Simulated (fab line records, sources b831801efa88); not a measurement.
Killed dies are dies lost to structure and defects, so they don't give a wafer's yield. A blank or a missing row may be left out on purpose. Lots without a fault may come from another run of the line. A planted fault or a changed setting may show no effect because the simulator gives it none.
A struck lot beside a sound one | flow sky130 | 35 steps out of a route of 708
Sound: wafers L471.2, L471.3, L471.6. Struck: wafer L481.6. (L481.1 of the same lot was not struck and is left out.) The cause comes at the end.
At each step with rows: each side's tool, then ch and its chambers, then its first start. Under that, the readings that differ: sound wafers | struck wafers | difference of the means | sigmas: that difference in standard deviations of wafers without a fault.
alike: readings whose means differ by less than 2 such deviations, and words and numbers that are the same on both sides. not compared: withheld readings, readings that some wafer has no value for, bounds like >300 that may hide the same value, and numbers for which the record gives no deviation and whose values overlap.
The two part at a step that has a row with sigmas, a row that says differs or no value, or rows on one side only. Numbers that don't overlap but have no deviation are shown without sigmas and don't part them. A reading that every wafer of one side lacks parts them only if that side has two wafers or more.

first, 9 steps without rows for these wafers: SKY_METAL4_DESCUM_15 (chemistry O2, time 8 s); SKY_METAL4_ETCH_16 (etches BARC in N2/H2, stops on SiO2, time 88.2 s, target depth 60 nm); SKY_METAL4_ETCH_17 (etches SiO2 in C4F8/O2/Ar, stops on TiN, time 3.9 s, target depth 15 nm); SKY_METAL4_METAL_ETCH_18 (etches the open film in Cl2/BCl3, stops on SiO2, target depth 845 nm, time 183.1 s); SKY_METAL4_STRIP_19 (strips in O2/N2); SKY_METAL4_STRIP_20 (strips in post etch residue remover, time 1200 s); SKY_METAL4_CLEAN_21 (cleans in IPA, time 180 s); SKY_METAL4_CLEAN_22 (cleans in O3/DIW); SKY_VIA4_HDPCVD_00 (deposits SiO2, target thk 1750 nm, time 291.7 s).
SKY_VIA4_CMP_02: polishes SiO2.
  sound on cmp-01 ch 1,3, day 42 13:44; struck on cmp-01 ch 0, day 45 15:51
  reading                                  | sound           | struck | difference | sigmas
  model.SiO2_of_VIA4_HDPCVD_00.thk_nm (nm) | 580.3 581.3 581 | 522.7  | -58.2      |
  alike: head_pressure_psi, motor_current_A
SKY_VIA4_BOW_MEAS_03:
  sound on film_metro-02, day 42 14:04; struck on film_metro-01, day 45 16:20
  not compared: hold, VIA4_BOW
then, 6 steps without rows for these wafers: SKY_VIA4_HMDS_05 (prime time 60 s); SKY_VIA4_COAT_06 (resist thk 1140 nm); SKY_VIA4_SOFTBAKE_07 (time 60 s); SKY_VIA4_EXPOSE_08 (exposes mask VIM4, target cd 800 nm); SKY_VIA4_PEB_09; SKY_VIA4_DEVELOP_10 (develop time 60 s).
SKY_VIA4_ETCH_12: etches SiO2 in C4F8/O2/Ar, stops on TiN, target depth 580 nm.
  sound on rie_diel-02 ch 1,3, day 43 12:38; struck on rie_diel-02 ch 1, day 46 12:59
  reading                          | sound             | struck | difference | sigmas
  oes_product_au (a.u.)            | 0.924 0.927 0.925 | 0.872  | -0.053     | -11
  model.VIA4.feature_depth_nm (nm) | 580.3 581.3 581   | 522.7  | -58.2      |
  model.etch.depth_nm (nm)         | 580.3 581.3 581   | 522.7  | -58.2      |
then, 15 steps without rows for these wafers: SKY_VIA4_STRIP_13 (strips in O2/N2); SKY_VIA4_STRIP_14 (strips in post etch residue remover, time 1200 s); SKY_VIA4_CLEAN_15 (cleans in IPA, time 180 s); SKY_VIA4_CLEAN_16 (cleans in O3/DIW); SKY_VIA4_SPUTTER_17 (material TiN, target thk 20 nm, time 80 s); SKY_VIA4_CVD_18 (deposits W, target thk 505 nm, time 152.14 s); SKY_VIA4_CMP_21 (polishes, stops on SiO2, t overpolish 25 s, target thk 0 nm); SKY_METAL5_SPUTTER_00 (material Ti, target thk 15 nm, time 10 s); SKY_METAL5_SPUTTER_01 (material TiN, target thk 20 nm, time 16.7 s); SKY_METAL5_SPUTTER_02 (material AlCu, target thk 1150 nm, time 61.2 s); SKY_METAL5_SPUTTER_03 (material Ti, target thk 5 nm, time 3.3 s); SKY_METAL5_SPUTTER_04 (material TiN, target thk 70 nm, time 58.3 s); SKY_METAL5_DEHYDRATE_07 (time 60 s); SKY_METAL5_HMDS_08 (prime time 60 s); SKY_METAL5_COAT_09 (resist thk 1800 nm).
SKY_METAL5_METAL_ETCH_15: etches the open film in Cl2/BCl3, stops on SiO2, target depth 1260 nm, time 252 s.
  sound on rie_metal-04 ch 0,1, day 44 12:02; struck on rie_metal-01 ch 0, day 47 10:48
  reading                                  | sound             | struck | difference | sigmas
  drypump_motor_current_A (A)              | 6.8 6.7 6.1       | 4.9    | -1.6       | -3
  model.SiO2_of_VIA4_HDPCVD_00.thk_nm (nm) | 549.8 550.8 550.6 | 491.9  | -58.5      |
  alike: oes_product_au, throttle_valve_pct
  not compared: rf_hours_counter_h
SKY_PAD_OPEN_PROBE_99:
  sound on prober-01, day 46 09:27; struck on prober-01, day 49 03:25
  reading            | sound    | struck                   | difference                   | sigmas
  hold               | - - -    | await_dispo/7.2h/release | no value on the sound wafers |
  killed_at_contacts | 36 21 27 | 18                       | -10                          | -2
  killed_at_other    | 0 0 0    | 2                        | +2                           | +4
  alike: defect_limited_yield, killed_at_M0_to_M3, killed_at_M4_up, killed_at_front_end, killed_dies, killed_open, killed_short, sort_bin_3_pad_short, sort_bin_5_function, sort_bin_6_memory, sort_n_pass, sort_yield_pct

WHERE THEY PART
First at SKY_VIA4_ETCH_12; last, within this record, at SKY_PAD_OPEN_PROBE_99.

WHY: what the simulator had put in
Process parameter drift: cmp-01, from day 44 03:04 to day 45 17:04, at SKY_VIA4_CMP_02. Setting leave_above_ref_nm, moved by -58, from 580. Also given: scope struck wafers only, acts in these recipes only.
